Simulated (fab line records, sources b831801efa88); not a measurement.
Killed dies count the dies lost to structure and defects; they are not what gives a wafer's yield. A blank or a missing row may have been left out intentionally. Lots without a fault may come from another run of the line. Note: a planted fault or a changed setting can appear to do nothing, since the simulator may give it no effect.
Chamber matching    flow gf180mcu    pecvd-04 running GF_CONTACT_CVD_02: 3 sister chambers
The step deposits SiO2 from TEOS, target thk 860 nm, time 95.992 s. 24 wafers are shown with their chamber, then 12 later ones without.

## WAFERS WITH THEIR CHAMBER
wafer   chamber  heater power w (W)  rf fwd power W (W)
L076.1  2        901                 596.6
L076.2  1        510                 598.6
L076.4  1        541                 599.2
L079.1  1        581                 597.8
L079.4  2        938                 594.9
L079.5  1        459                 597.1
L081.1  0        524                 596.4
L081.2  2        914                 594.6
L081.3  1        509                 597.8
L081.4  2        950                 596.2
L081.5  0        562                 595.3
L081.6  1        565                 599.8
L087.4  2        948                 593.4
L087.5  0        571                 596.1
L087.6  1        588                 596.9
L090.4  2        961                 599.0
L090.5  1        527                 600.0
L090.6  0        454                 597.6
L093.1  2        934                 600.1
L093.2  0        521                 595.1
L093.3  1        457                 598.1
L093.4  2        989                 598.4
L093.5  1        505                 598.0
L093.6  0        579                 596.9

SIGNATURES (averages over the wafers above)
reading         chamber 0  chamber 1  chamber 2  scatter within a chamber
heater power w  535.17     524.20     941.88     40.8
rf fwd power W  596.233    598.330    596.650    1.59
Rule: a wafer lies at a distance from a chamber equal to the root of the sum of squares, over the readings, of (its reading less the chamber's mean, divided by the reading's scatter). The wafer belongs to the nearest chamber; if the next one is less than 2 further off, it can't be placed. The scatter: take each reading less its chamber's mean, square it, sum over the shown wafers, divide by the number of wafers less the number of chambers, and take the root.

## WAFERS MISSING THEIR CHAMBER
wafer   heater power w (W)  rf fwd power W (W)
L094.2  579                 591.7
L094.3  845                 594.9
L094.6  915                 594.4
L095.2  510                 595.1
L095.4  919                 598.2
L095.5  544                 593.7
L096.3  588                 599.2
L096.4  997                 594.0
L096.6  455                 600.3
L097.4  549                 596.4
L097.5  806                 596.9
L097.6  548                 594.0

## CHAMBER TAKEN BY EACH
wafer   from the rows above      in truth
L094.2  can't be placed: 0 or 1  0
L094.3  2                        2
L094.6  2                        2
L095.2  can't be placed: 0 or 1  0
L095.4  2                        2
L095.5  can't be placed: 0 or 1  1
L096.3  can't be placed: 1 or 0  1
L096.4  2                        2
L096.6  can't be placed: 1 or 0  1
L097.4  can't be placed: 0 or 1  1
L097.5  2                        2
L097.6  can't be placed: 0 or 1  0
Correct placement for 5 of the 12. These rows do not allow placing 7 (true chamber among the candidates in 7). Number placed wrongly: 0.
